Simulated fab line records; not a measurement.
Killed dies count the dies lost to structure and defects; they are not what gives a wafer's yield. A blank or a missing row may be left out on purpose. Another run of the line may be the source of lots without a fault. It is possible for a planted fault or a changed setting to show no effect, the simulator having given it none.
fab line records | flow gf180mcu
[record] lots = 12 | wafers = 36 | last-day = 34
route steps=602 shown M4@471 V4@479 MIM@503 V5@563
lots that met no fault: taken from a fault-free run of the same line
start-h: hours from the record's first day to the start of the lot's first wafer shown | wait-h: how many hours have passed since the lot's step before this one | " unchanged from the row above | L1.1+2: a single row standing in for several wafers | - value missing, or start not given | * or withheld: withheld | < > ~ a bound
route shown NAME@n: NAME is a module with steps in the file, n the number in the route of the first one | usual: mean/standard deviation taken from wafers without a fault | same: alike in all rows | chamber/n: place in a boat | sites: per-site readings | _std_site: their standard deviation | _edge_site: mean of outer sites minus mean of inner sites | radius-mm: for every site, how far away it sits from the centre of the wafer | mask NAME#n: copy n | behind: the most recent tool/chamber to have shaped the wafer | hold: why the lot went on hold/how many hours it stayed there/how the hold came to an end | device: the n, p or np transistor that did not switch | end of line: at the end of the route, the tests of the same wafers | for a step that has no rows: nothing shown but its recipe | killed: not the wafer's yield, but the dies lost to structure and defects at the first sort | map: per-die view of a wafer (x killed, . not killed, _ where there is no die)
set.NAME: the run value of the setting; set.NAME@STEP: its run value at that earlier step | model.NAME: the simulator's own value behind a step, which no gauge read
route steps across a sampled set of lots; one table per step, one row per wafer
services: the hour from which a tool's chamber was out of use, counted from the record's first day as start-h (under 0 if before that day), plus the number of hours and why
[[steps]]
[step GF_M4_OVL_MEAS_15]
[usual] M4_OVL = -1/5.6
lot.wafer | tool       | chamber | start-h | wait-h | M4_OVL[nm]
L959.2    | overlay-02 | -       | 545.32  | 0.1    | 4
L959.4    | "          | -       | "       | "      | 4
L959.5    | "          | -       | "       | "      | 7
L962.1    | overlay-01 | -       | 569.54  | 0.1    | -11
L962.2    | "          | -       | "       | "      | -9
L962.4    | "          | -       | "       | "      | -7
L963.1    | overlay-02 | -       | 581.54  | 0.1    | -1
L963.3    | "          | -       | "       | "      | 0
L963.4    | "          | -       | "       | "      | -8
L964.2    | overlay-02 | -       | 588.27  | 0.1    | 2
L964.4    | "          | -       | "       | "      | -3
L964.5    | "          | -       | "       | "      | -1
L965.1    | overlay-01 | -       | 593.83  | 0.1    | -4
L965.5    | "          | -       | "       | "      | -9
L965.6    | "          | -       | "       | "      | -12
L966.1    | overlay-01 | -       | 604.32  | 0.1    | -5
L966.2    | "          | -       | "       | "      | -6
L966.6    | "          | -       | "       | "      | -9
L968.1    | overlay-02 | -       | 620.24  | 0.1    | -2
L968.3    | "          | -       | "       | "      | 2
L968.4    | "          | -       | "       | "      | -3
L969.1    | overlay-01 | -       | 635.57  | 0.1    | 12
L969.2    | "          | -       | "       | "      | 10
L969.4    | "          | -       | "       | "      | 4
L972.3    | overlay-02 | -       | 651.70  | 0.1    | -2
L972.4    | "          | -       | "       | "      | 1
L972.5    | "          | -       | "       | "      | -9
L973.2    | overlay-01 | -       | 664.14  | 0.1    | -10
L973.3    | "          | -       | "       | "      | -11
L973.6    | "          | -       | "       | "      | -7
L974.2    | overlay-02 | -       | 672.49  | 0.1    | 1
L974.4    | "          | -       | "       | "      | -3
L974.6    | "          | -       | "       | "      | 2
L981.1    | overlay-01 | -       | 709.38  | 0.1    | 4
L981.5    | "          | -       | "       | "      | -3
L981.6    | "          | -       | "       | "      | -3
[step GF_V4_THK_MEAS_03]
[recipe] reads = SiO2_of_V4_CVD_02
[usual] V4_CVD_02_THK = 854/11
lot.wafer | tool          | chamber | start-h | wait-h | V4_CVD_02_THK[nm]
L959.2    | film-metro-01 | -       | 546.23  | 0.0    | 846
L959.4    | "             | -       | "       | "      | 861
L959.5    | "             | -       | "       | "      | 865
L962.1    | film-metro-01 | -       | 570.44  | 0.0    | 836
L962.2    | "             | -       | "       | "      | 839
L962.4    | "             | -       | "       | "      | 851
L963.1    | film-metro-04 | -       | 582.47  | 0.0    | 831
L963.3    | "             | -       | "       | "      | 845
L963.4    | "             | -       | "       | "      | 855
L964.2    | film-metro-02 | -       | 589.18  | 0.0    | 834
L964.4    | "             | -       | "       | "      | 867
L964.5    | "             | -       | "       | "      | 861
L965.1    | film-metro-04 | -       | 594.82  | 0.1    | 845
L965.5    | "             | -       | "       | "      | 864
L965.6    | "             | -       | "       | "      | 855
L966.1    | film-metro-02 | -       | 605.23  | 0.0    | 850
L966.2    | "             | -       | "       | "      | 845
L966.6    | "             | -       | "       | "      | 856
L968.1    | film-metro-04 | -       | 621.14  | 0.0    | 856
L968.3    | "             | -       | "       | "      | 842
L968.4    | "             | -       | "       | "      | 858
L969.1    | film-metro-01 | -       | 636.48  | 0.0    | 852
L969.2    | "             | -       | "       | "      | 848
L969.4    | "             | -       | "       | "      | 855
L972.3    | film-metro-02 | -       | 652.61  | 0.1    | 863
L972.4    | "             | -       | "       | "      | 857
L972.5    | "             | -       | "       | "      | 883
L973.2    | film-metro-02 | -       | 665.11  | 0.0    | 862
L973.3    | "             | -       | "       | "      | 846
L973.6    | "             | -       | "       | "      | 870
L974.2    | film-metro-04 | -       | 673.39  | 0.0    | 846
L974.4    | "             | -       | "       | "      | 861
L974.6    | "             | -       | "       | "      | 855
L981.1    | film-metro-04 | -       | 710.29  | 0.0    | 832
L981.5    | "             | -       | "       | "      | 842
L981.6    | "             | -       | "       | "      | 866
[step GF_MIM_SPUTTER_00]
[recipe] material = Ti | target-thk-nm = 37.5 | arriving-ion-energy-ev = 80 | substrate-temp-c = 200 | chamber-pressure-pa = 2 | power-w = 4000 | time-s = 150
[usual] throttle-valve-pct = 30.4/0.74
lot.wafer | tool           | chamber | start-h | wait-h | throttle-valve-pct
L959.2    | pvd-sputter-01 | -       | 570.21  | 0.1    | 30.4
L959.4    | "              | -       | "       | "      | 30.2
L959.5    | "              | -       | "       | "      | 30.4
L962.1    | pvd-sputter-02 | -       | 594.35  | 0.1    | 31.5
L962.2    | "              | -       | "       | "      | 29.5
L962.4    | "              | -       | "       | "      | 30.6
L963.1    | pvd-sputter-02 | -       | 606.21  | 0.1    | 31.3
L963.3    | "              | -       | "       | "      | 30.4
L963.4    | "              | -       | "       | "      | 30.6
L964.2    | pvd-sputter-01 | -       | 611.87  | 0.1    | 30.1
L964.4    | "              | -       | "       | "      | 30.5
L964.5    | "              | -       | "       | "      | 30.1
L965.1    | pvd-sputter-01 | -       | 617.17  | 0.1    | 31.2
L965.5    | "              | -       | "       | "      | 31.2
L965.6    | "              | -       | "       | "      | 30.0
L966.1    | pvd-sputter-02 | -       | 628.27  | 0.2    | 30.5
L966.2    | "              | -       | "       | "      | 30.7
L966.6    | "              | -       | "       | "      | 30.9
L968.1    | pvd-sputter-04 | -       | 642.13  | 0.1    | 29.2
L968.3    | "              | -       | "       | "      | 29.5
L968.4    | "              | -       | "       | "      | 31.7
L969.1    | pvd-sputter-01 | -       | 658.12  | 0.2    | 30.2
L969.2    | "              | -       | "       | "      | 30.6
L969.4    | "              | -       | "       | "      | 31.3
L972.3    | pvd-sputter-02 | -       | 674.00  | 0.2    | 30.4
L972.4    | "              | -       | "       | "      | 29.5
L972.5    | "              | -       | "       | "      | 30.6
L973.2    | pvd-sputter-02 | -       | 686.36  | 0.2    | 30.6
L973.3    | "              | -       | "       | "      | 29.6
L973.6    | "              | -       | "       | "      | 30.4
L974.2    | pvd-sputter-02 | -       | 694.12  | 0.2    | 29.5
L974.4    | "              | -       | "       | "      | 30.5
L974.6    | "              | -       | "       | "      | 30.7
L981.1    | pvd-sputter-04 | -       | 730.16  | 0.2    | 31.8
L981.5    | "              | -       | "       | "      | 29.9
L981.6    | "              | -       | "       | "      | 29.3
[step GF_V5_CVD_23]
[recipe] material = W | target-thk-nm = 350 | time-s = 104.9 | temp-c = 400 | pressure-torr = 40
[usual] chamber-pressure-Torr = 39.99/0.09 | heater-power-w = 845/36
lot.wafer | tool     | chamber | start-h | wait-h | chamber-pressure-Torr | heater-power-w
L959.2    | cvd-w-01 | 0       | 635.87  | 0.0    | 39.99                 | 796
L959.4    | "        | 0       | "       | "      | 39.93                 | 776
L959.5    | "        | 0       | "       | "      | 40.02                 | 783
L962.1    | cvd-w-02 | 0       | 658.81  | 0.0    | 39.91                 | 821
L962.2    | "        | 1       | "       | "      | 39.83                 | 864
L962.4    | "        | 1       | "       | "      | 40.03                 | 868
L963.1    | cvd-w-02 | 0       | 669.01  | 0.0    | 40.06                 | 834
L963.3    | "        | 0       | "       | "      | 39.98                 | 813
L963.4    | "        | 1       | "       | "      | 39.96                 | 872
L964.2    | cvd-w-02 | 1       | 673.73  | 0.0    | 39.76                 | 852
L964.4    | "        | 1       | "       | "      | 40.06                 | 887
L964.5    | "        | 0       | "       | "      | 40.14                 | 829
L965.1    | cvd-w-01 | 1       | 679.14  | 0.0    | 39.96                 | 887
L965.5    | "        | 1       | "       | "      | 39.93                 | 882
L965.6    | "        | 0       | "       | "      | 39.97                 | 789
L966.1    | cvd-w-01 | 1       | 688.88  | 0.0    | 40.00                 | 894
L966.2    | "        | 0       | "       | "      | 39.92                 | 785
L966.6    | "        | 1       | "       | "      | 39.93                 | 905
L968.1    | cvd-w-02 | 0       | 702.39  | 0.0    | 40.01                 | 806
L968.3    | "        | 1       | "       | "      | 39.91                 | 855
L968.4    | "        | 0       | "       | "      | 40.10                 | 828
L969.1    | cvd-w-02 | 0       | 716.86  | 0.0    | 39.88                 | 852
L969.2    | "        | 1       | "       | "      | 39.90                 | 860
L969.4    | "        | 1       | "       | "      | 40.07                 | 867
L972.3    | cvd-w-01 | 0       | 731.04  | 0.1    | 39.91                 | 782
L972.4    | "        | 1       | "       | "      | 39.97                 | 887
L972.5    | "        | 1       | "       | "      | 40.01                 | 881
L973.2    | cvd-w-02 | 1       | 743.04  | 0.0    | 37.12                 | 871
L973.3    | "        | 0       | "       | "      | 37.09                 | 848
L973.6    | "        | 0       | "       | "      | 37.12                 | 836
L974.2    | cvd-w-02 | 0       | 750.46  | 0.0    | 37.14                 | 833
L974.4    | "        | 0       | "       | "      | 37.14                 | 858
L974.6    | "        | 0       | "       | "      | 37.15                 | 839
L981.1    | cvd-w-01 | 0       | 782.67  | 0.0    | 39.83                 | 808
L981.5    | "        | 1       | "       | "      | 39.91                 | 894
L981.6    | "        | 0       | "       | "      | 39.97                 | 798
[step GF_V5_RS_MEAS_24]
[recipe] thk-meas-gauge = four-point-probe | reads = W_of_V5_CVD_23+TiN_of_V5_SPUTTER_22+Ti_of_V5_SPUTTER_21
[usual] V5_W_RS = 0.328/0.0036
lot.wafer | tool          | chamber | start-h | wait-h | V5_W_RS[ohm/sq]
L959.2    | film-metro-02 | -       | 636.01  | 0.1    | 0.332
L959.4    | "             | -       | "       | "      | 0.326
L959.5    | "             | -       | "       | "      | 0.328
L962.1    | film-metro-01 | -       | 658.92  | 0.1    | 0.333
L962.2    | "             | -       | "       | "      | 0.334
L962.4    | "             | -       | "       | "      | 0.331
L963.1    | film-metro-01 | -       | 669.12  | 0.1    | 0.329
L963.3    | "             | -       | "       | "      | 0.331
L963.4    | "             | -       | "       | "      | 0.328
L964.2    | film-metro-02 | -       | 673.86  | 0.1    | 0.333
L964.4    | "             | -       | "       | "      | 0.329
L964.5    | "             | -       | "       | "      | 0.331
L965.1    | film-metro-02 | -       | 679.25  | 0.1    | 0.326
L965.5    | "             | -       | "       | "      | 0.324
L965.6    | "             | -       | "       | "      | 0.322
L966.1    | film-metro-01 | -       | 689.00  | 0.1    | 0.326
L966.2    | "             | -       | "       | "      | 0.323
L966.6    | "             | -       | "       | "      | 0.323
L968.1    | film-metro-03 | -       | 702.50  | 0.1    | 0.336
L968.3    | "             | -       | "       | "      | 0.335
L968.4    | "             | -       | "       | "      | 0.332
L969.1    | film-metro-01 | -       | 716.98  | 0.1    | 0.328
L969.2    | "             | -       | "       | "      | 0.329
L969.4    | "             | -       | "       | "      | 0.326
L972.3    | film-metro-01 | -       | 731.16  | 0.1    | 0.328
L972.4    | "             | -       | "       | "      | 0.325
L972.5    | "             | -       | "       | "      | 0.327
L973.2    | film-metro-01 | -       | 743.18  | 0.1    | 0.339
L973.3    | "             | -       | "       | "      | 0.335
L973.6    | "             | -       | "       | "      | 0.339
L974.2    | film-metro-03 | -       | 750.60  | 0.1    | 0.340
L974.4    | "             | -       | "       | "      | 0.337
L974.6    | "             | -       | "       | "      | 0.340
L981.1    | film-metro-01 | -       | 782.78  | 0.1    | 0.325
L981.5    | "             | -       | "       | "      | 0.323
L981.6    | "             | -       | "       | "      | 0.324
[step GF_V5_THK_MEAS_25]
[recipe] thk-meas-gauge = xrf | reads = W_of_V5_CVD_23
[usual] V5_W_THK = 343/4.3
lot.wafer | tool          | chamber | start-h | wait-h | V5_W_THK[nm]
L959.2    | film-metro-02 | -       | 636.12  | 0.1    | 343
L959.4    | "             | -       | "       | "      | 350
L959.5    | "             | -       | "       | "      | 350
L962.1    | film-metro-01 | -       | 659.04  | 0.1    | 340
L962.2    | "             | -       | "       | "      | 338
L962.4    | "             | -       | "       | "      | 340
L963.1    | film-metro-01 | -       | 669.24  | 0.1    | 343
L963.3    | "             | -       | "       | "      | 339
L963.4    | "             | -       | "       | "      | 344
L964.2    | film-metro-02 | -       | 673.97  | 0.1    | 342
L964.4    | "             | -       | "       | "      | 347
L964.5    | "             | -       | "       | "      | 345
L965.1    | film-metro-02 | -       | 679.37  | 0.1    | 348
L965.5    | "             | -       | "       | "      | 350
L965.6    | "             | -       | "       | "      | 355
L966.1    | film-metro-01 | -       | 689.12  | 0.1    | 342
L966.2    | "             | -       | "       | "      | 346
L966.6    | "             | -       | "       | "      | 345
L968.1    | film-metro-03 | -       | 702.62  | 0.1    | 334
L968.3    | "             | -       | "       | "      | 335
L968.4    | "             | -       | "       | "      | 337
L969.1    | film-metro-01 | -       | 717.10  | 0.1    | 338
L969.2    | "             | -       | "       | "      | 339
L969.4    | "             | -       | "       | "      | 342
L972.3    | film-metro-01 | -       | 731.26  | 0.1    | 341
L972.4    | "             | -       | "       | "      | 344
L972.5    | "             | -       | "       | "      | 343
L973.2    | film-metro-01 | -       | 743.29  | 0.1    | 331
L973.3    | "             | -       | "       | "      | 333
L973.6    | "             | -       | "       | "      | 331
L974.2    | film-metro-03 | -       | 750.71  | 0.1    | 328
L974.4    | "             | -       | "       | "      | 330
L974.6    | "             | -       | "       | "      | 325
L981.1    | film-metro-01 | -       | 782.90  | 0.1    | 346
L981.5    | "             | -       | "       | "      | 349
L981.6    | "             | -       | "       | "      | 348
[[services]]
tool           | chamber | start-h | hours | kind
pvd-sputter-04 | 2       | 566.39  | -     | consumable-replace:kit
pvd-sputter-04 | 2       | 566.39  | 18.0  | scheduled-down
pvd-sputter-04 | 2       | 566.39  | 18.0  | vent-cycle
cvd-w-02       | -       | 573.10  | 2.8   | pm
cvd-w-01       | 1       | 595.90  | 1.7   | repair
pvd-sputter-04 | -       | 597.00  | 2.8   | repair
pvd-sputter-01 | 3       | 612.09  | -     | consumable-replace:kit
pvd-sputter-01 | 3       | 612.09  | 18.0  | scheduled-down
pvd-sputter-01 | 3       | 612.09  | 18.0  | vent-cycle
cvd-w-01       | 0       | 620.63  | 6.1   | repair
cvd-w-01       | -       | 632.11  | 1.1   | repair
pvd-sputter-02 | 3       | 663.22  | -     | consumable-replace:kit
pvd-sputter-02 | 3       | 663.22  | 18.0  | scheduled-down
pvd-sputter-02 | 3       | 663.22  | 18.0  | vent-cycle
cvd-w-02       | -       | 675.90  | 6.0   | pm
pvd-sputter-04 | 1       | 711.08  | -     | consumable-replace:kit
pvd-sputter-04 | 1       | 711.08  | 18.0  | scheduled-down
pvd-sputter-04 | 1       | 711.08  | 18.0  | vent-cycle
pvd-sputter-01 | -       | 729.17  | 2.7   | repair
pvd-sputter-01 | 2       | 734.42  | -     | consumable-replace:kit
pvd-sputter-01 | 2       | 734.42  | 18.0  | scheduled-down
pvd-sputter-01 | 2       | 734.42  | 18.0  | vent-cycle
cvd-w-01       | -       | 743.89  | 6.9   | pm
cvd-w-01       | 1       | 767.82  | 5.2   | repair
[[key]]
[first-sign] step = GF_V5_CVD_23 | reading = chamber-pressure-Torr | direction = down | sigmas = 32 | usual = 39.99 | struck = 37.13
[effect] step = GF_V5_RS_MEAS_24 | reading = V5_W_RS | direction = up | sigmas = 2.9 | usual = 0.328 | struck = 0.338
[effect] step = GF_V5_THK_MEAS_25 | reading = V5_W_THK | direction = down | sigmas = 3 | usual = 343 | struck = 330
met-at GF_V5_CVD_23
struck-lots L973,L974
not-acting-at GF_M4_OVL_MEAS_15,GF_V4_THK_MEAS_03,GF_MIM_SPUTTER_00
onset-between 716.86 743.04
[fault] kind = process-parameter-drift | tool = cvd-w-02 | chamber = - | onset-h = 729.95 | steps = GF_V5_CVD_23 | channel = pressure-torr | offset = -2.9876 | shape = step | end-h = 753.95 | acts-in = these-recipes-only | stated = 40
